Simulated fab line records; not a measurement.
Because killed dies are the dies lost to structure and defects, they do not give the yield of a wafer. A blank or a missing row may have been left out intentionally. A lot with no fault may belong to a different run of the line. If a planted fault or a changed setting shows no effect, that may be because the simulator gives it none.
fab line records	flow gf180mcu
[record] lots = 24	wafers = 72	last-day = 34
route steps=602 shown M4@456 V4@478 MIM@503 M5@536
lots that met no fault: taken from a fault-free run of the same line
start-h: hours from the record's opening day to when the first of the lot's shown wafers began	wait-h: time in hours since the lot's previous step	" unchanged from the row above	L1.1+2: a row that stands for several wafers	- value missing, or start not given	* or withheld: withheld	< > ~ a bound
route shown NAME@n: NAME is a module with steps in the file, n the number in the route of the first one	usual: mean and standard deviation over wafers with no fault	same: alike in all rows	chamber/n: place in a boat	sites: the reading at each site	_std_site: their standard deviation	_edge_site: outer sites' mean less inner sites'	radius-mm: for every site, how far away it sits from the centre of the wafer	mask NAME#n: copy n	behind: the most recent tool/chamber to have shaped the wafer	hold: why the lot went on hold/how many hours it stayed there/how the hold came to an end	device: whichever transistor did not switch (one of n, p or np)	end of line: tests run on the same wafers once the route is complete	a step with no rows: only its recipe	killed: at the first sort, the dies lost to defects and structure; wafer yield is something else	map: a wafer's dies, x killed, . not, _ none there
set.NAME: the setting that was run; set.NAME@STEP: the one run at that earlier step	model.NAME: the simulator's own value behind a step, which no gauge read
route steps across a sampled set of lots; one table per step, one row per wafer
services: a tool's chamber out of use, with start hour (start-h, from the record's first day; less than 0 if before it), hours out, and reason
[[steps]]
[step GF_M4_SPUTTER_00]
[recipe] material = Ti	target-thk-nm = 37.5	arriving-ion-energy-ev = 80	substrate-temp-c = 200	chamber-pressure-pa = 2	power-w = 4000	time-s = 150
[usual] throttle-valve-pct = 29.7/1.5
lot.wafer	tool	chamber	start-h	wait-h	throttle-valve-pct
L074.1	pvd-sputter-01	-	518.81	0.2	29.2
L074.4	"	-	"	"	26.5
L074.5	"	-	"	"	28.8
L075.1	pvd-sputter-04	-	524.90	0.1	31.1
L075.2	"	-	"	"	31.1
L075.3	"	-	"	"	29.9
L076.1	pvd-sputter-01	-	542.75	0.1	29.0
L076.3	"	-	"	"	30.8
L076.5	"	-	"	"	28.9
L077.2	pvd-sputter-01	-	548.63	0.2	27.8
L077.3	"	-	"	"	29.1
L077.5	"	-	"	"	29.2
L078.1	pvd-sputter-01	-	554.49	0.2	26.5
L078.3	"	-	"	"	29.0
L078.5	"	-	"	"	27.8
L079.1	pvd-sputter-02	-	560.39	0.1	31.5
L079.2	"	-	"	"	31.3
L079.3	"	-	"	"	29.9
L080.1	pvd-sputter-01	-	574.99	0.1	26.7
L080.2	"	-	"	"	29.0
L080.5	"	-	"	"	26.7
L081.1	pvd-sputter-02	-	578.54	0.2	30.1
L081.3	"	-	"	"	31.0
L081.5	"	-	"	"	31.0
L082.3	pvd-sputter-01	-	594.10	0.1	28.9
L082.4	"	-	"	"	27.9
L082.5	"	-	"	"	28.8
L083.3	pvd-sputter-01	-	597.23	0.1	29.0
L083.4	"	-	"	"	26.7
L083.6	"	-	"	"	27.9
L084.1	pvd-sputter-04	-	603.72	0.1	30.8
L084.4	"	-	"	"	29.9
L084.5	"	-	"	"	29.9
L085.2	pvd-sputter-02	-	615.42	0.1	29.7
L085.5	"	-	"	"	31.3
L085.6	"	-	"	"	31.1
L086.1	pvd-sputter-01	-	621.55	0.2	30.9
L086.3	"	-	"	"	28.0
L086.6	"	-	"	"	31.0
L087.1	pvd-sputter-01	-	627.52	0.1	29.0
L087.5	"	-	"	"	26.6
L087.6	"	-	"	"	30.7
L088.1	pvd-sputter-02	-	639.04	0.1	29.6
L088.2	"	-	"	"	31.0
L088.4	"	-	"	"	29.7
L089.1	pvd-sputter-04	-	639.44	0.2	29.9
L089.2	"	-	"	"	30.9
L089.3	"	-	"	"	29.8
L090.1	pvd-sputter-04	-	646.64	0.2	29.9
L090.4	"	-	"	"	29.6
L090.6	"	-	"	"	30.9
L091.2	pvd-sputter-01	-	653.64	0.1	28.9
L091.3	"	-	"	"	30.8
L091.6	"	-	"	"	29.0
L092.1	pvd-sputter-02	-	660.64	0.2	31.2
L092.3	"	-	"	"	29.9
L092.6	"	-	"	"	31.1
L093.1	pvd-sputter-02	-	669.24	0.2	30.0
L093.2	"	-	"	"	30.0
L093.5	"	-	"	"	31.1
L094.2	pvd-sputter-04	-	675.36	0.2	29.9
L094.3	"	-	"	"	31.0
L094.4	"	-	"	"	31.0
L095.1	pvd-sputter-02	-	685.62	0.1	31.1
L095.5	"	-	"	"	30.1
L095.6	"	-	"	"	31.3
L096.3	pvd-sputter-01	-	686.62	0.2	29.0
L096.5	"	-	"	"	27.6
L096.6	"	-	"	"	30.9
L097.2	pvd-sputter-02	-	691.19	0.2	29.7
L097.4	"	-	"	"	31.4
L097.5	"	-	"	"	30.1
[step GF_M4_OVL_MEAS_15]
[usual] M4_OVL = -1/5.3
lot.wafer	tool	chamber	start-h	wait-h	M4_OVL[nm]
L074.1	overlay-02	-	541.62	0.1	2
L074.4	"	-	"	"	0
L074.5	"	-	"	"	1
L075.1	overlay-02	-	547.55	0.1	0
L075.2	"	-	"	"	3
L075.3	"	-	"	"	1
L076.1	overlay-01	-	564.97	0.1	0
L076.3	"	-	"	"	-5
L076.5	"	-	"	"	-10
L077.2	overlay-01	-	571.38	0.1	-3
L077.3	"	-	"	"	1
L077.5	"	-	"	"	7
L078.1	overlay-02	-	576.65	0.1	-4
L078.3	"	-	"	"	-6
L078.5	"	-	"	"	-8
L079.1	overlay-02	-	582.30	0.1	4
L079.2	"	-	"	"	3
L079.3	"	-	"	"	8
L080.1	overlay-01	-	596.95	0.1	1
L080.2	"	-	"	"	1
L080.5	"	-	"	"	0
L081.1	overlay-02	-	600.15	0.1	-9
L081.3	"	-	"	"	1
L081.5	"	-	"	"	-4
L082.3	overlay-01	-	614.31	0.1	-1
L082.4	"	-	"	"	-9
L082.5	"	-	"	"	-1
L083.3	overlay-02	-	618.63	0.1	11
L083.4	"	-	"	"	9
L083.6	"	-	"	"	10
L084.1	overlay-01	-	624.65	0.1	-8
L084.4	"	-	"	"	-16
L084.5	"	-	"	"	-8
L085.2	overlay-01	-	635.65	0.1	5
L085.5	"	-	"	"	2
L085.6	"	-	"	"	6
L086.1	overlay-02	-	642.22	0.1	3
L086.3	"	-	"	"	6
L086.6	"	-	"	"	5
L087.1	overlay-01	-	647.97	0.1	11
L087.5	"	-	"	"	2
L087.6	"	-	"	"	1
L088.1	overlay-02	-	659.65	0.1	-1
L088.2	"	-	"	"	-4
L088.4	"	-	"	"	-2
L089.1	overlay-01	-	659.87	0.1	-4
L089.2	"	-	"	"	0
L089.3	"	-	"	"	-3
L090.1	overlay-01	-	666.45	0.1	0
L090.4	"	-	"	"	4
L090.6	"	-	"	"	-6
L091.2	overlay-02	-	673.01	0.1	-3
L091.3	"	-	"	"	-9
L091.6	"	-	"	"	-4
L092.1	overlay-02	-	680.20	0.1	0
L092.3	"	-	"	"	3
L092.6	"	-	"	"	1
L093.1	overlay-01	-	688.54	0.1	-8
L093.2	"	-	"	"	1
L093.5	"	-	"	"	0
L094.2	overlay-01	-	694.70	0.1	9
L094.3	"	-	"	"	5
L094.4	"	-	"	"	4
L095.1	overlay-01	-	705.20	0.1	-4
L095.5	"	-	"	"	-8
L095.6	"	-	"	"	-1
L096.3	overlay-01	-	705.86	0.1	-4
L096.5	"	-	"	"	6
L096.6	"	-	"	"	0
L097.2	overlay-01	-	710.17	0.1	-4
L097.4	"	-	"	"	-2
L097.5	"	-	"	"	-4
[step GF_V4_CVD_02]
[recipe] material = SiO2	target-thk-nm = 850	precursor = TEOS	temp-c = 400	time-s = 94.851	rf-w = 600
[usual] heater-power-w = 667/81	rf-fwd-power-W = 596.1/2.2
lot.wafer	tool	chamber	start-h	wait-h	heater-power-w	rf-fwd-power-W
L074.1	pecvd-01	2	542.49	0.1	655	598.8
L074.4	"	0	"	"	824	596.2
L074.5	"	0	"	"	654	597.9
L075.1	pecvd-01	0	548.39	0.1	751	593.3
L075.2	"	1	"	"	665	599.4
L075.3	"	2	"	"	756	597.7
L076.1	pecvd-01	2	565.83	0.1	754	597.5
L076.3	"	0	"	"	736	599.4
L076.5	"	0	"	"	771	597.7
L077.2	pecvd-02	2	572.20	0.0	642	593.7
L077.3	"	1	"	"	677	596.0
L077.5	"	2	"	"	687	594.8
L078.1	pecvd-01	2	577.48	0.1	731	596.6
L078.3	"	0	"	"	760	595.9
L078.5	"	0	"	"	817	595.7
L079.1	pecvd-02	0	583.14	0.1	631	597.9
L079.2	"	2	"	"	713	591.3
L079.3	"	1	"	"	641	596.5
L080.1	pecvd-03	0	597.79	0.1	772	595.1
L080.2	"	1	"	"	674	595.4
L080.5	"	0	"	"	636	595.8
L081.1	pecvd-02	1	601.02	0.1	596	595.9
L081.3	"	2	"	"	639	594.6
L081.5	"	1	"	"	645	596.6
L082.3	pecvd-02	2	615.13	0.0	712	595.7
L082.4	"	1	"	"	567	594.1
L082.5	"	2	"	"	593	592.8
L083.3	pecvd-02	2	619.52	0.0	702	592.3
L083.4	"	1	"	"	680	593.4
L083.6	"	0	"	"	615	596.9
L084.1	pecvd-02	2	625.48	0.1	579	595.6
L084.4	"	0	"	"	614	598.2
L084.5	"	2	"	"	651	593.5
L085.2	pecvd-02	2	636.57	0.0	715	595.3
L085.5	"	2	"	"	591	596.7
L085.6	"	1	"	"	634	594.6
L086.1	pecvd-01	1	643.05	0.1	690	595.5
L086.3	"	2	"	"	715	597.0
L086.6	"	0	"	"	670	598.5
L087.1	pecvd-02	2	648.80	0.1	694	595.0
L087.5	"	2	"	"	703	593.8
L087.6	"	0	"	"	635	595.0
L088.1	pecvd-03	0	660.48	0.1	692	600.0
L088.2	"	1	"	"	697	595.8
L088.4	"	2	"	"	700	595.4
L089.1	pecvd-01	0	660.70	0.1	830	596.3
L089.2	"	2	"	"	776	596.0
L089.3	"	1	"	"	675	596.9
L090.1	pecvd-03	1	667.28	0.1	656	595.9
L090.4	"	0	"	"	703	601.4
L090.6	"	1	"	"	682	592.0
L091.2	pecvd-01	1	673.83	0.0	617	599.5
L091.3	"	2	"	"	791	597.1
L091.6	"	1	"	"	641	599.1
L092.1	pecvd-02	1	681.03	0.1	582	596.1
L092.3	"	2	"	"	679	592.8
L092.6	"	1	"	"	655	593.9
L093.1	pecvd-02	0	689.37	0.1	613	596.3
L093.2	"	2	"	"	704	591.1
L093.5	"	0	"	"	505	596.9
L094.2	pecvd-01	0	695.53	0.0	702	596.6
L094.3	"	1	"	"	682	596.6
L094.4	"	0	"	"	808	595.0
L095.1	pecvd-02	2	706.04	0.1	690	592.5
L095.5	"	0	"	"	629	597.0
L095.6	"	1	"	"	562	593.6
L096.3	pecvd-03	1	706.68	0.0	707	596.4
L096.5	"	2	"	"	618	594.4
L096.6	"	1	"	"	568	597.9
L097.2	pecvd-01	1	711.31	0.0	630	595.9
L097.4	"	1	"	"	663	599.4
L097.5	"	0	"	"	675	596.4
[step GF_V4_ETCH_17]
[recipe] chemistry = C4F8/O2/Ar	mask-material = KrF	target = SiO2	stop-on = TiN	source-w = 1541	bias-w = 1200	pressure-mtorr = 40	c4f8-flow-sccm = withheld	O2_flow_sccm = 6	Ar_flow_sccm = 300	time-s = withheld	target-depth-a = 6300
[usual] bias-w = 1200/3.3	oes-product-au = 0.856/0.0048	rf-fwd-power-W = 1533/5.3
lot.wafer	tool	chamber	start-h	wait-h	bias-w	oes-product-au	rf-fwd-power-W
L074.1	rie-diel-03	3	-	-	1195	0.854	1532
L074.4	"	2	"	"	1200	0.857	1527
L074.5	"	3	"	"	1202	0.853	1533
L075.1	rie-diel-01	1	-	-	1200	0.854	1532
L075.2	"	0	"	"	1198	0.855	1537
L075.3	"	2	"	"	1203	0.857	1541
L076.1	rie-diel-03	3	-	-	1206	0.853	1530
L076.3	"	2	"	"	1195	0.854	1529
L076.5	"	2	"	"	1197	0.851	1540
L077.2	rie-diel-03	2	-	-	1195	0.856	1527
L077.3	"	1	"	"	1204	0.851	1538
L077.5	"	2	"	"	1193	0.860	1521
L078.1	rie-diel-01	0	-	-	1196	0.853	1535
L078.3	"	2	"	"	1200	0.846	1535
L078.5	"	1	"	"	1200	0.853	1535
L079.1	rie-diel-03	2	-	-	1197	0.857	1522
L079.2	"	3	"	"	1204	0.855	1531
L079.3	"	1	"	"	1197	0.860	1534
L080.1	rie-diel-03	0	-	-	1203	0.852	1528
L080.2	"	3	"	"	1203	0.855	1530
L080.5	"	1	"	"	1203	0.855	1530
L081.1	rie-diel-03	1	-	-	1203	0.852	1542
L081.3	"	2	"	"	1202	0.851	1532
L081.5	"	3	"	"	1203	0.858	1532
L082.3	rie-diel-04	0	-	-	1205	0.851	1535
L082.4	"	3	"	"	1197	0.863	1529
L082.5	"	1	"	"	1203	0.855	1536
L083.3	rie-diel-01	1	-	-	1198	0.854	1542
L083.4	"	3	"	"	1202	0.859	1533
L083.6	"	0	"	"	1196	0.858	1531
L084.1	rie-diel-04	2	-	-	1205	0.852	1530
L084.4	"	3	"	"	1201	0.861	1531
L084.5	"	3	"	"	1198	0.845	1534
L085.2	rie-diel-04	1	-	-	1200	0.859	1531
L085.5	"	0	"	"	1205	0.853	1532
L085.6	"	1	"	"	1198	0.861	1531
L086.1	rie-diel-01	3	-	-	1201	0.864	1537
L086.3	"	1	"	"	1197	0.858	1542
L086.6	"	3	"	"	1201	0.858	1533
L087.1	rie-diel-04	2	-	-	1201	0.853	1541
L087.5	"	0	"	"	1201	0.862	1532
L087.6	"	3	"	"	1199	0.858	1536
L088.1	rie-diel-01	3	-	-	1207	0.856	1542
L088.2	"	1	"	"	1197	0.864	1520
L088.4	"	3	"	"	1207	0.851	1542
L089.1	rie-diel-04	0	-	-	1204	0.857	1536
L089.2	"	1	"	"	1197	0.847	1532
L089.3	"	2	"	"	1204	0.856	1526
L090.1	rie-diel-03	1	-	-	1196	0.849	1534
L090.4	"	0	"	"	1202	0.861	1535
L090.6	"	2	"	"	1195	0.865	1526
L091.2	rie-diel-01	2	-	-	1196	0.862	1537
L091.3	"	2	"	"	1202	0.852	1533
L091.6	"	1	"	"	1200	0.858	1538
L092.1	rie-diel-04	0	-	-	1199	0.851	1531
L092.3	"	2	"	"	1200	0.857	1526
L092.6	"	2	"	"	1200	0.851	1524
L093.1	rie-diel-03	0	-	-	1202	0.854	1535
L093.2	"	1	"	"	1202	0.847	1545
L093.5	"	2	"	"	1202	0.853	1527
L094.2	rie-diel-03	3	-	-	1204	0.860	1525
L094.3	"	2	"	"	1196	0.854	1531
L094.4	"	0	"	"	1199	0.863	1527
L095.1	rie-diel-04	3	-	-	1199	0.850	1540
L095.5	"	0	"	"	1201	0.849	1537
L095.6	"	3	"	"	1203	0.856	1529
L096.3	rie-diel-01	3	-	-	1199	0.856	1535
L096.5	"	1	"	"	1191	0.856	1534
L096.6	"	0	"	"	1204	0.854	1533
L097.2	rie-diel-03	0	-	-	1202	0.852	1537
L097.4	"	2	"	"	1196	0.860	1514
L097.5	"	3	"	"	1200	0.852	1529
[step GF_MIM_SPUTTER_00]
[recipe] material = Ti	target-thk-nm = 37.5	arriving-ion-energy-ev = 80	substrate-temp-c = 200	chamber-pressure-pa = 2	power-w = 4000	time-s = 150
[usual] throttle-valve-pct = 29.9/1.5
lot.wafer	tool	chamber	start-h	wait-h	throttle-valve-pct
L074.1	pvd-sputter-01	-	567.93	0.1	26.4
L074.4	"	-	"	"	29.2
L074.5	"	-	"	"	29.3
L075.1	pvd-sputter-03	-	572.41	0.1	28.6
L075.2	"	-	"	"	30.8
L075.3	"	-	"	"	31.8
L076.1	pvd-sputter-02	-	592.82	0.2	31.3
L076.3	"	-	"	"	31.2
L076.5	"	-	"	"	29.6
L077.2	pvd-sputter-03	-	595.56	0.2	28.6
L077.3	"	-	"	"	31.2
L077.5	"	-	"	"	30.9
L078.1	pvd-sputter-02	-	601.09	0.2	29.6
L078.3	"	-	"	"	31.2
L078.5	"	-	"	"	29.9
L079.1	pvd-sputter-03	-	606.30	0.2	30.8
L079.2	"	-	"	"	30.8
L079.3	"	-	"	"	32.0
L080.1	pvd-sputter-02	-	621.11	0.2	31.5
L080.2	"	-	"	"	29.7
L080.5	"	-	"	"	29.8
L081.1	pvd-sputter-02	-	624.06	0.2	31.0
L081.3	"	-	"	"	29.6
L081.5	"	-	"	"	30.2
L082.3	pvd-sputter-01	-	636.97	0.2	29.1
L082.4	"	-	"	"	27.8
L082.5	"	-	"	"	27.8
L083.3	pvd-sputter-01	-	642.24	0.2	27.7
L083.4	"	-	"	"	27.6
L083.6	"	-	"	"	29.1
L084.1	pvd-sputter-03	-	647.77	0.1	31.1
L084.4	"	-	"	"	32.2
L084.5	"	-	"	"	28.3
L085.2	pvd-sputter-03	-	658.10	0.2	31.1
L085.5	"	-	"	"	31.9
L085.6	"	-	"	"	30.8
L086.1	pvd-sputter-01	-	664.47	0.1	27.8
L086.3	"	-	"	"	26.4
L086.6	"	-	"	"	28.7
L087.1	pvd-sputter-01	-	670.79	0.1	27.9
L087.5	"	-	"	"	29.0
L087.6	"	-	"	"	26.6
L088.1	pvd-sputter-01	-	681.05	0.1	29.0
L088.2	"	-	"	"	26.4
L088.4	"	-	"	"	28.0
L089.1	pvd-sputter-03	-	682.26	0.2	30.8
L089.2	"	-	"	"	31.0
L089.3	"	-	"	"	32.1
L090.1	pvd-sputter-02	-	687.89	0.2	29.9
L090.4	"	-	"	"	31.0
L090.6	"	-	"	"	30.0
L091.2	pvd-sputter-01	-	694.78	0.1	27.4
L091.3	"	-	"	"	26.7
L091.6	"	-	"	"	31.0
L092.1	pvd-sputter-02	-	701.76	0.1	31.0
L092.3	"	-	"	"	31.0
L092.6	"	-	"	"	31.0
L094.2	pvd-sputter-03	-	715.96	0.1	31.9
L094.3	"	-	"	"	30.8
L094.4	"	-	"	"	31.0
L093.1	pvd-sputter-03	-	716.94	0.2	31.8
L093.2	"	-	"	"	30.9
L093.5	"	-	"	"	30.7
L095.1	pvd-sputter-01	-	725.90	0.1	26.7
L095.5	"	-	"	"	27.8
L095.6	"	-	"	"	31.0
L096.3	pvd-sputter-02	-	726.70	0.1	31.2
L096.5	"	-	"	"	29.9
L096.6	"	-	"	"	29.9
L097.2	pvd-sputter-03	-	731.43	0.1	28.5
L097.4	"	-	"	"	31.0
L097.5	"	-	"	"	31.7
[step GF_M5_METAL_ETCH_10]
[recipe] chemistry = Cl2/BCl3	mask-material = KrF	target-depth-nm = 750.8	stop-on = SiO2	pressure-mtorr = 8	icp-w = 800	bias-w = 140	Cl2_flow_sccm = 80	bcl3-flow-sccm = 40	time-s = 125.1
[usual] bias-w = 139.9/0.45	drypump-motor-current-A = 5.9/0.32	oes-product-au = 0.986/0.007	rf-fwd-power-W = 795.9/2.6	throttle-valve-pct = 28.233/0.011
lot.wafer	tool	chamber	start-h	wait-h	bias-w	drypump-motor-current-A	oes-product-au	rf-fwd-power-W	rf-hours-counter-h	throttle-valve-pct
L074.1	rie-metal-01	0	610.52	0.0	140.3	6.1	0.987	792.7	5	28.238
L074.4	"	1	"	"	140.2	5.5	0.991	794.3	-	28.220
L074.5	"	1	"	"	140.7	5.5	0.995	792.2	-	28.221
L075.1	rie-metal-01	0	615.66	0.0	140.0	6.1	0.987	793.9	5	28.223
L075.2	"	1	"	"	140.7	5.4	0.989	799.6	7	28.218
L075.3	"	1	"	"	140.4	5.4	0.993	798.5	-	28.219
L076.1	rie-metal-01	0	634.06	0.0	140.4	6.1	0.990	792.5	6	28.232
L076.3	"	0	"	"	140.5	6.1	0.978	794.4	-	28.239
L076.5	"	0	"	"	139.9	6.1	0.981	793.3	-	28.256
L077.2	rie-metal-02	0	637.51	0.0	140.2	5.9	0.990	798.6	2	28.217
L077.3	"	0	"	"	140.3	5.9	0.979	797.6	-	28.224
L077.5	"	1	"	"	140.1	6.2	0.984	794.5	-	28.238
L078.1	rie-metal-02	1	642.91	0.0	140.2	6.1	0.986	793.7	0	28.222
L078.3	"	0	"	"	140.0	5.9	0.987	797.4	-	28.222
L078.5	"	0	"	"	140.1	5.8	0.993	798.7	-	28.241
L079.1	rie-metal-01	1	647.76	0.0	139.6	5.5	0.983	796.8	8	28.234
L079.2	"	0	"	"	141.0	6.1	0.982	794.4	6	28.243
L079.3	"	0	"	"	140.7	6.1	0.978	798.1	-	28.250
L080.1	rie-metal-01	0	661.71	0.0	139.9	6.1	0.992	792.7	7	28.257
L080.2	"	1	"	"	139.6	5.4	0.993	796.2	9	28.216
L080.5	"	0	"	"	139.4	6.1	0.984	794.6	-	28.230
L081.1	rie-metal-02	0	664.67	0.0	140.4	5.9	0.987	798.5	3	28.238
L081.3	"	0	"	"	140.1	5.9	0.987	798.0	-	28.230
L081.5	"	1	"	"	139.7	6.1	0.991	796.2	-	28.195
L082.3	rie-metal-01	0	676.60	0.1	139.8	6.1	0.971	795.0	-	28.241
L082.4	"	1	"	"	140.5	5.5	0.979	795.3	-	28.237
L082.5	"	0	"	"	139.3	6.1	0.976	799.0	-	28.232
L083.3	rie-metal-01	1	682.40	0.1	139.5	5.5	0.990	792.3	-	28.232
L083.4	"	0	"	"	139.8	6.1	0.988	793.5	-	28.233
L083.6	"	1	"	"	139.7	5.5	0.991	793.3	-	28.245
L084.1	rie-metal-01	1	687.61	0.0	140.6	5.5	0.994	791.8	10	28.222
L084.4	"	0	"	"	140.2	6.1	0.980	796.1	-	28.230
L084.5	"	1	"	"	140.0	5.5	0.985	798.8	-	28.243
L085.2	rie-metal-02	1	696.67	0.1	139.5	6.1	0.989	799.1	-	28.237
L085.5	"	1	"	"	139.1	6.1	0.986	796.3	-	28.225
L085.6	"	1	"	"	139.7	6.1	0.993	797.5	-	28.232
L086.1	rie-metal-04	0	703.11	0.0	139.2	6.4	0.972	796.3	1	28.243
L086.3	"	1	"	"	139.5	5.7	0.990	795.2	-	28.238
L086.6	"	0	"	"	139.8	6.4	0.970	801.1	-	28.245
L087.1	rie-metal-04	0	709.36	0.0	139.8	6.4	0.980	797.5	2	28.236
L087.5	"	0	"	"	139.9	6.4	0.972	799.8	-	28.251
L087.6	"	1	"	"	139.9	5.7	0.985	801.0	-	28.227
L088.1	rie-metal-02	1	718.46	0.0	139.7	6.1	0.987	797.3	3	28.236
L088.2	"	1	"	"	139.4	6.2	1.000	792.8	-	28.223
L088.4	"	1	"	"	139.7	6.2	0.994	794.7	-	28.245
L089.1	rie-metal-04	0	719.16	0.0	140.0	6.4	0.977	796.9	2	28.234
L089.2	"	1	"	"	139.9	5.7	0.994	795.4	8	28.240
L089.3	"	0	"	"	139.5	6.4	0.974	796.6	-	28.243
L090.1	rie-metal-01	0	725.96	0.0	140.7	6.1	0.983	792.2	10	28.238
L090.4	"	0	"	"	140.1	6.1	0.990	792.7	-	28.245
L090.6	"	1	"	"	140.4	5.5	0.992	795.2	-	28.232
L091.2	rie-metal-04	1	732.11	0.0	140.5	5.7	0.995	795.9	9	28.231
L091.3	"	0	"	"	140.0	6.4	0.980	795.1	-	28.236
L091.6	"	1	"	"	140.2	5.7	0.987	798.5	-	28.236
L092.1	rie-metal-04	1	737.86	0.0	140.3	5.7	0.994	798.3	9	28.232
L092.3	"	0	"	"	140.7	6.4	0.973	795.3	-	28.236
L092.6	"	0	"	"	140.7	6.4	0.985	798.9	-	28.237
L094.2	rie-metal-02	1	751.41	0.0	139.7	6.1	0.989	797.3	5	28.221
L094.3	"	0	"	"	140.4	5.9	0.987	798.8	-	28.248
L094.4	"	1	"	"	139.9	6.1	0.998	797.3	-	28.224
L093.1	rie-metal-04	0	752.06	0.0	139.3	6.4	0.974	798.0	4	28.237
L093.2	"	1	"	"	140.2	5.7	0.995	799.1	9	28.224
L093.5	"	1	"	"	139.5	5.7	0.988	796.6	-	28.223
L095.1	rie-metal-01	0	760.56	0.0	140.7	6.1	0.994	796.5	11	28.220
L095.5	"	0	"	"	140.1	6.1	0.996	796.2	-	28.224
L095.6	"	1	"	"	140.3	5.5	0.984	788.4	-	28.228
L096.3	rie-metal-04	0	761.30	0.1	140.1	6.4	0.967	799.4	-	28.246
L096.5	"	1	"	"	139.9	5.8	0.989	800.2	-	28.226
L096.6	"	0	"	"	139.1	6.4	0.974	797.7	-	28.259
L097.2	rie-metal-02	1	766.30	0.1	139.8	6.2	0.983	791.6	-	28.238
L097.4	"	1	"	"	139.1	6.2	0.990	794.8	-	28.226
L097.5	"	1	"	"	139.6	6.2	0.986	793.4	-	28.211
[[services]]
tool	chamber	start-h	hours	kind
rie-diel-03	0	498.29	7.1	repair
pecvd-02	-	502.16	14.6	pm
rie-diel-01	1	515.28	8.7	repair
rie-diel-03	-	518.57	0.3	repair
rie-diel-04	2	519.71	2.3	repair
rie-metal-02	-	523.65	28.1	pm
pecvd-01	1	534.43	8.3	repair
pecvd-02	-	534.47	1.3	repair
pvd-sputter-03	-	548.91	1.0	repair
rie-diel-01	3	560.94	16.3	repair
pvd-sputter-02	-	565.07	1.4	repair
pvd-sputter-02	-	573.70	2.3	repair
pvd-sputter-03	-	576.12	0.5	repair
rie-diel-03	0	582.52	22.9	repair
rie-metal-04	-	584.91	1.2	repair
pecvd-01	-	591.12	14.0	pm
pecvd-02	-	627.36	2.8	pm
pecvd-02	2	640.05	4.8	repair
pecvd-02	-	643.37	1.4	repair
rie-diel-03	1	693.18	11.7	repair
rie-metal-01	0	730.97	10.3	repair
rie-diel-03	0	756.74	3.9	repair
pecvd-01	0	760.42	6.0	repair
pvd-sputter-03	-	766.07	4.1	repair
[[key]]
fault none
